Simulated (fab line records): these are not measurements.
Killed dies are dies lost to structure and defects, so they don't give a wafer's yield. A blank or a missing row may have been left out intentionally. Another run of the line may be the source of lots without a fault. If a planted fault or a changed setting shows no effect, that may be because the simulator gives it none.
fab line records | flow sky130
record lots=5 wafers=15 last-day=50
route steps=708 shown VIA1@474 METAL2@483 PAD_OPEN@708
lots untouched by any fault: they come from a run of this same line in which no faults occurred
start-h: the number of hours between the record's first day and the start of the first shown wafer of the lot | wait-h: hours since the lot's step before | " the same as in the row above | L1.1+2: a row that stands for several wafers | - no value, or no start given | * or withheld: withheld | < > ~ a bound
route shown NAME@n: names a module that has steps shown in the file, with the first one's number in the route | usual: mean/standard deviation taken from wafers without a fault | same: alike in all rows | chamber/n: place in a boat | sites: the reading at each site | _std_site: standard deviation across them | _edge_site: inner sites' mean taken away from outer sites' mean | radius-mm: how far each site lies from the wafer's centre | mask NAME#n: copy n | behind: the most recent tool/chamber to have shaped the wafer | hold: why the lot was held/for how many hours/how that ended | device: the n, p or np transistor that did not switch | end of line: the same wafers' tests at the end of the route | where a step has no rows: the recipe by itself | killed: at the first sort, the dies lost to defects and structure; wafer yield is something else | map: the dies of a wafer, with x for killed, . for not killed, _ for no die there
set.NAME: setting as actually run; set.NAME@STEP: the setting as run at that earlier step | model.NAME: the simulator's own value behind a step, which no gauge read
a table for each step, a row for each wafer; lots at some steps of the route
services: a tool's chamber out of use, with start hour (start-h, from the record's first day; less than 0 if before it), hours out, and reason
## steps
# step SKY_VIA1_STRIP_16
# recipe chemistry=O2/N2 power-w=1400 pressure-mtorr=1500 platen-temp-c=withheld o2-flow-sccm=3000 n2-flow-sccm=300 overash-fraction=0.5
# usual drypump-motor-current-A=5.5/0.34 oes-product-au=0.416/0.0053 strip-time-to-endpoint-s=4.458/0.018
# same overash-fraction=0.5
# columns lot.wafer tool chamber start-h wait-h drypump-motor-current-A oes-product-au rf-hours-counter-h strip-time-to-endpoint-s
L346.2 plasma-asher-04 0 812.53 0.0 5.4 0.413 99 4.453
L346.5 " 0 " " 5.4 0.416 - 4.458
L346.6 " 1 " " 4.9 0.416 - 4.450
L351.1 plasma-asher-02 1 845.60 0.0 5.3 0.417 11 4.490
L351.3 " 1 " " 5.4 0.425 - 4.483
L351.4 " 0 " " 5.3 0.424 - 4.502
L361.2 plasma-asher-02 0 924.42 0.0 5.3 0.421 19 4.441
L361.5 " 0 " " 5.3 0.395 - 4.457
L361.6 " 1 " " 5.3 0.410 - 4.444
L364.2 plasma-asher-02 1 944.00 0.0 5.4 0.405 21 4.477
L364.4 " 0 " " 5.3 0.423 - 4.461
L364.5 " 1 " " 5.4 0.415 - 4.477
L366.1 plasma-asher-02 1 952.50 0.0 5.4 0.415 21 4.479
L366.3 " 1 " " 5.4 0.419 - 4.475
L366.4 " 0 " " 5.3 0.418 - 4.467
# step SKY_VIA1_STRIP_17
# recipe chemistry=post-etch-residue-remover time-s=1200 temp-c=72.5
# step SKY_VIA1_CLEAN_18
# recipe chemistry=IPA time-s=180 temp-c=25
# step SKY_VIA1_CLEAN_19
# recipe chemistry=O3/DIW dry=n2-spin
# step SKY_VIA1_SPUTTER_20
# recipe material=TiN target-thk-nm=20 chamber-pressure-pa=5 power-w=4000 time-s=80
# step SKY_VIA1_CVD_21
# recipe material=W target-thk-nm=270 time-s=80.902 temp-c=400 pressure-torr=40
# usual heater-power-outer-w=560/55 heater-power-w=871/63 susceptor-temp-C=399.99/0.21
# columns lot.wafer tool chamber start-h wait-h heater-power-outer-w heater-power-w susceptor-temp-C
L346.2 cvd-w-02 0 813.19 0.0 614 937 400.08
L346.5 " 1 " " 591 911 400.13
L346.6 " 0 " " 638 939 400.23
L351.1 cvd-w-01 0 846.27 0.0 555 887 400.13
L351.3 " 0 " " 563 883 400.18
L351.4 " 1 " " 485 814 399.94
L361.2 cvd-w-02 0 925.07 0.0 626 954 400.19
L361.5 " 0 " " 628 949 400.00
L361.6 " 1 " " 597 917 399.94
L364.2 cvd-w-01 1 944.66 0.0 475 781 399.75
L364.4 " 1 " " 482 775 399.85
L364.5 " 0 " " 572 869 400.39
L366.1 cvd-w-01 1 953.15 0.0 470 760 399.95
L366.3 " 1 " " 479 770 399.84
L366.4 " 0 " " 557 887 399.72
# step SKY_VIA1_RS_MEAS_22
# recipe thk-meas-gauge=four-point-probe reads=W_of_VIA1_CVD_21+TiN_of_VIA1_SPUTTER_20
# usual VIA1_W_RS=0.425/0.004
# columns lot.wafer tool chamber start-h wait-h VIA1_W_RS[ohm/sq]
L346.2 film-metro-03 - 813.30 0.1 0.425
L346.5 " - " " 0.426
L346.6 " - " " 0.425
L351.1 film-metro-04 - 846.36 0.1 0.425
L351.3 " - " " 0.427
L351.4 " - " " 0.425
L361.2 film-metro-03 - 925.18 0.1 0.427
L361.5 " - " " 0.428
L361.6 " - " " 0.425
L364.2 film-metro-03 - 944.77 0.1 0.427
L364.4 " - " " 0.421
L364.5 " - " " 0.426
L366.1 film-metro-04 - 953.24 0.1 0.431
L366.3 " - " " 0.431
L366.4 " - " " 0.424
# step SKY_VIA1_THK_MEAS_23
# recipe thk-meas-gauge=xrf reads=W_of_VIA1_CVD_21
# usual VIA1_W_THK=272/3.1
# columns lot.wafer tool chamber start-h wait-h VIA1_W_THK[nm]
L346.2 film-metro-03 - 813.41 0.1 272
L346.5 " - " " 271
L346.6 " - " " 271
L351.1 film-metro-04 - 846.48 0.1 269
L351.3 " - " " 269
L351.4 " - " " 271
L361.2 film-metro-03 - 925.29 0.1 270
L361.5 " - " " 270
L361.6 " - " " 272
L364.2 film-metro-03 - 944.88 0.1 269
L364.4 " - " " 275
L364.5 " - " " 270
L366.1 film-metro-04 - 953.36 0.1 268
L366.3 " - " " 268
L366.4 " - " " 273
# step SKY_VIA1_CMP_24
# recipe stop-on=SiO2 t-overpolish-s=15 down-force-psi=3.5 platen-rpm=60 target-thk-nm=0 pad-velocity-m-s=0.94248
# usual motor-current-A=11.2/0.86 overpolish-run-s=15.001/0.0086 time-to-endpoint-s=66.6/2.6
# same t-overpolish-s=15
# columns lot.wafer tool chamber start-h wait-h motor-current-A overpolish-run-s time-to-endpoint-s
L346.2 cmp-02 2 813.51 0.1 11.4 14.993 62.7
L346.5 " 1 " " 11.7 15.002 65.0
L346.6 " 2 " " 12.0 14.992 65.0
L351.4 cmp-02 3 846.54 0.0 11.0 15.000 65.8
L351.1 " 1 " " 11.7 15.000 67.1
L351.3 " 2 " " 11.9 15.001 63.5
L361.2 cmp-02 0 925.49 0.2 9.1 14.985 66.1
L361.6 " 1 " " 11.5 15.019 68.5
L361.5 " 2 " " 12.3 15.004 64.5
L364.4 cmp-01 2 945.22 0.3 10.2 14.992 69.9
L364.2 " 3 " " 11.4 14.996 69.6
L364.5 " 2 " " 10.1 14.995 68.4
L366.1 cmp-02 3 953.42 0.1 11.9 15.018 70.5
L366.3 " 0 " " 9.7 14.989 71.6
L366.4 " 1 " " 11.5 14.999 72.7
# step SKY_METAL2_SPUTTER_00
# recipe material=Ti target-thk-nm=15 power-w=3000 time-s=10 chamber-pressure-pa=0.4
# step SKY_METAL2_SPUTTER_01
# recipe material=TiN target-thk-nm=20 power-w=6500 time-s=16.7 chamber-pressure-pa=0.4
# usual throttle-valve-pct=29.5/1.3
# columns lot.wafer tool chamber start-h wait-h throttle-valve-pct
L346.2 pvd-sputter-03 - 813.78 0.0 27.7
L346.5 " - " " 30.6
L346.6 " - " " 27.6
L351.1 pvd-sputter-04 - 846.86 0.0 29.4
L351.3 " - " " 30.7
L351.4 " - " " 30.2
L361.2 pvd-sputter-04 - 925.67 0.0 30.4
L361.5 " - " " 29.9
L361.6 " - " " 30.8
L364.2 pvd-sputter-03 - 945.50 0.0 30.1
L364.4 " - " " 29.9
L364.5 " - " " 28.9
L366.1 pvd-sputter-03 - 953.75 0.0 28.9
L366.3 " - " " 30.4
L366.4 " - " " 30.1
# step SKY_METAL2_SPUTTER_02
# recipe material=AlCu target-thk-nm=250 power-w=10600 time-s=13.3 chamber-pressure-pa=0.4
# step SKY_METAL2_SPUTTER_03
# recipe material=Ti target-thk-nm=5 power-w=3000 time-s=3.3 chamber-pressure-pa=0.4
# usual throttle-valve-pct=29.4/1.3
# columns lot.wafer tool chamber start-h wait-h throttle-valve-pct model.Ti_of_METAL2_SPUTTER_03.thk-nm
L346.2 pvd-sputter-03 - 813.83 0.0 27.9 4.871
L346.5 " - " " 30.3 4.944
L346.6 " - " " 27.6 4.878
L351.1 pvd-sputter-04 - 846.91 0.0 29.1 5.036
L351.3 " - " " 30.5 4.986
L351.4 " - " " 29.7 5.046
L361.2 pvd-sputter-04 - 925.72 0.0 30.2 9.156
L361.5 " - " " 30.4 9.113
L361.6 " - " " 30.7 4.968
L364.2 pvd-sputter-03 - 945.55 0.0 30.2 5.232
L364.4 " - " " 29.7 5.21
L364.5 " - " " 28.8 5.188
L366.1 pvd-sputter-03 - 953.81 0.0 28.8 5.089
L366.3 " - " " 30.2 5.02
L366.4 " - " " 29.7 5.104
# step SKY_METAL2_SPUTTER_04
# recipe material=TiN target-thk-nm=70 power-w=6500 time-s=58.3 chamber-pressure-pa=0.4
# usual throttle-valve-pct=29.4/1.3
# columns lot.wafer tool chamber start-h wait-h throttle-valve-pct
L346.2 pvd-sputter-03 - 813.85 0.0 27.9
L346.5 " - " " 30.3
L346.6 " - " " 27.8
L351.1 pvd-sputter-04 - 846.93 0.0 29.6
L351.3 " - " " 31.1
L351.4 " - " " 30.1
L361.2 pvd-sputter-04 - 925.73 0.0 30.0
L361.5 " - " " 30.2
L361.6 " - " " 30.9
L364.2 pvd-sputter-03 - 945.57 0.0 30.2
L364.4 " - " " 29.8
L364.5 " - " " 28.7
L366.1 pvd-sputter-03 - 953.83 0.0 28.6
L366.3 " - " " 30.2
L366.4 " - " " 29.9
# step SKY_PAD_OPEN_PROBE_99
# usual defect-limited-yield=82.7/2.1 killed_at_M0_to_M3=43/7.2 killed_at_M4_up=3.0/1.7 killed-at-contacts=24/5.3 killed-at-front-end=15/4.6 killed-at-other=0.3/0.5 killed-dies=85/10 killed-open=46/7.2 killed-short=39/6.4 sort_bin_3_pad_short=0.9/0.42 sort_bin_5_function=10.2/1.6 sort_bin_6_memory=6.2/1 sort-n-pass=407/10 sort-yield-pct=82.7/2.1
# same gross-dies=492 killed-at-back-side=0 sort_bin_4_leakage[%]=0 sort_bin_8_speed[%]=0
# columns lot.wafer tool chamber start-h wait-h defect-limited-yield[%] killed_at_M0_to_M3 killed_at_M4_up killed-at-contacts killed-at-front-end killed-at-other killed-dies killed-open killed-short sort_bin_3_pad_short[%] sort_bin_5_function[%] sort_bin_6_memory[%] sort-n-pass sort-yield-pct[%] model.etest.met2.line-ohm-um model.etest.met2.rs-ohm-sq
L346.2 prober-02 - 1094.66 0.1 81.3 38 1 32 21 0 92 45 47 1.0 11.8 5.9 400 81.3 0.9274 0.1269
L346.5 prober-02 - 1094.81 0.2 83.9 41 1 25 12 0 79 40 39 0.8 10.0 5.3 413 83.9 0.905 0.1279
L346.6 prober-02 - 1094.86 0.2 80.7 49 1 29 16 0 95 60 35 0 12.0 7.3 397 80.7 0.888 0.1253
L351.1 prober-01 - 1115.66 0.1 80.9 52 3 23 16 0 94 45 49 0.6 12.2 6.3 398 80.9 0.919 0.1279
L351.3 prober-01 - 1115.76 0.2 85.4 34 4 22 12 0 72 35 37 1.8 6.9 5.9 420 85.4 0.9169 0.1269
L351.4 prober-01 - 1115.81 0.2 82.7 39 4 32 10 0 85 44 41 0.6 10.6 6.1 407 82.7 0.9059 0.1272
L361.2 prober-01 - 1176.56 0.1 82.3 45 1 28 12 1 87 46 41 0.8 10.4 6.5 405 82.3 0.9474 0.1317
L361.5 prober-01 - 1176.71 0.2 81.1 51 4 27 11 0 93 53 40 0.8 12.2 5.9 399 81.1 0.9367 0.1313
L361.6 prober-01 - 1176.76 0.2 83.7 31 4 35 10 0 80 47 33 0.4 11.4 4.5 412 83.7 0.9375 0.1302
L364.2 prober-02 - 1188.35 0.1 84.1 40 2 20 16 0 78 48 30 0.4 10.0 5.5 414 84.1 0.9165 0.129
L364.4 prober-02 - 1188.45 0.2 82.7 53 2 21 9 0 85 47 38 0.4 11.0 5.9 407 82.7 0.9488 0.1289
L364.5 prober-02 - 1188.50 0.2 81.1 51 1 23 18 0 93 54 39 1.0 10.6 7.3 399 81.1 0.9198 0.1271
L366.1 prober-02 - 1193.45 0.1 85.4 38 2 23 9 0 72 33 39 1.4 8.1 5.1 420 85.4 0.9192 0.1278
L366.3 prober-02 - 1193.55 0.2 85.0 32 3 29 10 0 74 37 37 0.6 9.8 4.7 418 85.0 0.9263 0.1275
L366.4 prober-02 - 1193.60 0.2 86.0 49 1 13 6 0 69 37 32 0.8 8.7 4.5 423 86.0 0.9159 0.1271
# killed by level:class
L346.2 CONTACT:geometric-particle:open=12 VIA1:geometric-particle:open=12 CONTACT:geometric-particle:short=8 METAL1:geometric-particle:short=8 FIELD_ISO:geometric-particle:open=6 FIELD_ISO:geometric-particle:short=6 LI_CONTACT:geometric-particle:open=6 METAL2:geometric-particle:short=5
L346.5 CONTACT:geometric-particle:open=12 METAL2:geometric-particle:short=9 LOCAL_INTERCONNECT:geometric-particle:short=5 METAL1:geometric-particle:short=5 VIA3:geometric-particle:open=5 CONTACT:geometric-particle:short=4 VIA1:geometric-particle:short=4 VIA2:geometric-particle:open=4
L346.6 CONTACT:geometric-particle:open=14 VIA1:geometric-particle:open=12 VIA3:geometric-particle:open=9 LI_CONTACT:geometric-particle:open=7 VIA2:geometric-particle:open=6 METAL1:geometric-particle:short=5 VIA1:geometric-particle:short=5 FIELD_ISO:geometric-particle:open=4
L351.1 METAL2:geometric-particle:short=9 VIA3:geometric-particle:open=9 VIA2:geometric-particle:open=8 METAL1:geometric-particle:short=7 VIA1:geometric-particle:open=7 LI_CONTACT:geometric-particle:open=6 LOCAL_INTERCONNECT:geometric-particle:short=6 POLY_GATE:geometric-particle:short=5
L351.3 VIA1:geometric-particle:short=10 CONTACT:geometric-particle:open=7 LI_CONTACT:geometric-particle:open=6 LOCAL_INTERCONNECT:geometric-particle:short=6 FIELD_ISO:geometric-particle:open=5 VIA1:geometric-particle:open=5 METAL4:geometric-particle:short=4 VIA3:geometric-particle:open=4
L351.4 VIA1:geometric-particle:open=10 LI_CONTACT:geometric-particle:open=8 VIA3:geometric-particle:open=7 LI_CONTACT:geometric-particle:short=7 CONTACT:geometric-particle:open=7 FIELD_ISO:geometric-particle:open=6 LOCAL_INTERCONNECT:geometric-particle:short=6 METAL3:geometric-particle:short=5
L361.2 CONTACT:geometric-particle:open=9 VIA1:geometric-particle:open=8 VIA3:geometric-particle:open=7 LI_CONTACT:geometric-particle:open=5 LOCAL_INTERCONNECT:geometric-particle:short=5 METAL1:geometric-particle:short=5 METAL2:geometric-particle:short=5 CONTACT:geometric-particle:short=4
L361.5 CONTACT:geometric-particle:open=12 VIA1:geometric-particle:open=11 METAL2:geometric-particle:short=10 VIA3:geometric-particle:open=7 VIA2:geometric-particle:open=6 LI_CONTACT:geometric-particle:open=5 LI_CONTACT:geometric-particle:short=4 VIA1:geometric-particle:short=4
L361.6 CONTACT:geometric-particle:open=13 LI_CONTACT:geometric-particle:open=7 VIA2:geometric-particle:open=7 VIA3:geometric-particle:open=7 VIA1:geometric-particle:open=6 CONTACT:geometric-particle:short=6 LOCAL_INTERCONNECT:geometric-particle:short=5 POLY_GATE:geometric-particle:open=4
L364.2 VIA1:geometric-particle:open=10 CONTACT:geometric-particle:open=8 VIA3:geometric-particle:open=8 FIELD_ISO:geometric-particle:open=7 VIA1:geometric-particle:short=5 FIELD_ISO:geometric-particle:short=4 LI_CONTACT:geometric-particle:open=4 METAL2:geometric-particle:open=4
L364.4 VIA1:geometric-particle:open=10 CONTACT:geometric-particle:open=7 METAL2:geometric-particle:short=7 LI_CONTACT:geometric-particle:open=6 VIA3:geometric-particle:open=6 METAL1:geometric-particle:open=5 VIA1:geometric-particle:short=5 LI_CONTACT:geometric-particle:short=4
L364.5 VIA1:geometric-particle:open=15 CONTACT:geometric-particle:open=9 VIA3:geometric-particle:open=7 VIA1:geometric-particle:short=6 CONTACT:geometric-particle:short=6 METAL1:geometric-particle:short=6 FIELD_ISO:geometric-particle:open=5 POLY_GATE:geometric-particle:short=5
L366.1 LI_CONTACT:geometric-particle:open=8 VIA2:geometric-particle:open=6 METAL3:geometric-particle:short=6 VIA1:geometric-particle:open=5 LOCAL_INTERCONNECT:geometric-particle:short=5 CONTACT:geometric-particle:open=5 VIA1:geometric-particle:short=5 METAL1:geometric-particle:short=4
L366.3 LI_CONTACT:geometric-particle:open=11 METAL2:geometric-particle:short=10 CONTACT:geometric-particle:open=6 LI_CONTACT:geometric-particle:short=4 VIA1:geometric-particle:open=4 VIA3:geometric-particle:open=4 FIELD_ISO:geometric-particle:short=3 POLY_GATE:geometric-particle:open=3
L366.4 VIA1:geometric-particle:open=15 VIA2:geometric-particle:open=6 METAL2:geometric-particle:short=6 VIA2:geometric-particle:short=5 VIA3:geometric-particle:open=5 CONTACT:geometric-particle:open=4 VIA3:geometric-particle:short=4 LOCAL_INTERCONNECT:geometric-particle:short=3
## services
# columns tool chamber start-h hours kind
pvd-sputter-03 - 821.12 5.7 repair
plasma-asher-02 - 831.01 2.8 pm
pvd-sputter-03 3 835.99 - consumable-replace:kit
pvd-sputter-03 3 835.99 18.0 scheduled-down
pvd-sputter-03 3 835.99 18.0 vent-cycle
cmp-01 - 851.03 0.9 repair
cvd-w-02 - 851.43 3.9 repair
cmp-01 - 857.49 1.8 repair
cmp-01 - 862.21 9.2 pm
cvd-w-02 1 865.56 6.6 repair
cvd-w-01 - 904.00 14.0 pm
cvd-w-01 0 904.00 14.0 vent-cycle
cvd-w-01 1 904.00 14.0 vent-cycle
cmp-02 - 907.78 4.9 pm
pvd-sputter-03 - 911.40 2.3 repair
cmp-01 - 915.72 4.0 pm
cvd-w-01 0 918.00 - clean
cvd-w-01 1 918.00 - clean
cmp-01 - 919.72 - consumable-replace:conditioner
cmp-01 - 919.72 - consumable-replace:pad
cmp-01 - 922.85 0.3 repair
cmp-02 - 938.69 9.6 repair
cmp-01 - 948.49 2.1 repair
## key
first-sign none at tools or gauges
model-effect step=SKY_METAL2_SPUTTER_03 value=Ti_of_METAL2_SPUTTER_03.thk-nm without=4.976 struck=9.135
model-effect step=SKY_PAD_OPEN_PROBE_99 value=etest.met2.line-ohm-um without=0.9085 struck=0.942
met-at SKY_METAL2_SPUTTER_03
struck-wafers L361.2,L361.5
onset-between 846.91 925.72
fault kind=process-parameter-drift tool=pvd-sputter-04 chamber=- onset-h=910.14 steps=SKY_METAL2_SPUTTER_03 channel=target-thk-nm offset=4.1585 shape=step end-h=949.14 acts-in=these-recipes-only stated=5 scope=struck-wafers-only
